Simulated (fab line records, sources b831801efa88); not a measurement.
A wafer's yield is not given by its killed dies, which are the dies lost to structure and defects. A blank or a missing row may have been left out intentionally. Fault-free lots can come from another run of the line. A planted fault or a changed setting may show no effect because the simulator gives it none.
Which of the tools did it? | flow sky130 | 18 wafers from 6 lots sampled at 3 of the route's 708 steps

## WHAT THE GAUGES SHOWED, per wafer
SKY_VT_ADJUST_HVTP_OVL_MEAS_08.
lot  | measured     | on         | VT_ADJUST_HVTP_OVL (nm)
L790 | day 6 10:22  | overlay-01 | -0.3 0.0 0.5
L792 | day 7 01:47  | overlay-01 | -1.7 -1.7 -1.9
L796 | day 7 23:28  | overlay-02 | 1.0 -0.5 0.1
L801 | day 9 04:58  | overlay-01 | 1.6 2.4 1.3
L805 | day 10 06:10 | overlay-01 | 0.4 0.0 1.5
L810 | day 11 13:52 | overlay-02 | 2.2 2.3 0.9

## TOOL THAT RAN EACH LOT (tool first, then ch and the chambers of the sampled wafers, then the start)
lot  | SKY_FIELD_ISO_ETCH_17           | SKY_FIELD_ISO_CMP_27
L790 | rie si-01 ch 1,2,3, day 2 13:30 | cmp-02 ch 1,2, day 2 17:14
L792 | rie si-02 ch 0,2, day 3 01:49   | cmp-02 ch 0,1,2, day 3 05:48
L796 | rie si-02 ch 0,3, day 3 21:57   | cmp-02 ch 0,2,3, day 4 02:26
L801 | rie si-01 ch 0,1, day 4 23:41   | cmp-01 ch 1,2,3, day 5 03:36
L805 | rie si-01 ch 0,2,3, day 5 20:10 | cmp-02 ch 0,3, day 5 23:40
L810 | rie si-01 ch 0,2, day 6 23:29   | cmp-02 ch 1,3, day 7 04:12
- SKY_FIELD_ISO_ETCH_17: etches Si in HBr/Cl2/O2, target depth 342 nm, time 97.7 s.
- SKY_FIELD_ISO_CMP_27: polishes, stops on Si3N4, t overpolish 16 s, target thk 457.8 nm.

## THE ANSWER, worked out from the rows above alone
Rule: usual is defined by the lots themselves. The widest of any qualifying gaps counts: lots, ordered by their means at a reading, are off when they make up no more than a third of the lots, leave a main group of 4 or more, and stand apart from it by 3 or more times the standard deviation of that group's means. If all means in a main group match to the digits the tables above print for the reading, that group is not used. A lot without any number at a reading at which 4 lots or more have one is off too. Where the step has rows for the other lots, those lots are counted as sound.
No lot is off on any of the readings shown, so nothing can be concluded from this.

## WHAT THE SIMULATOR HAD INSERTED
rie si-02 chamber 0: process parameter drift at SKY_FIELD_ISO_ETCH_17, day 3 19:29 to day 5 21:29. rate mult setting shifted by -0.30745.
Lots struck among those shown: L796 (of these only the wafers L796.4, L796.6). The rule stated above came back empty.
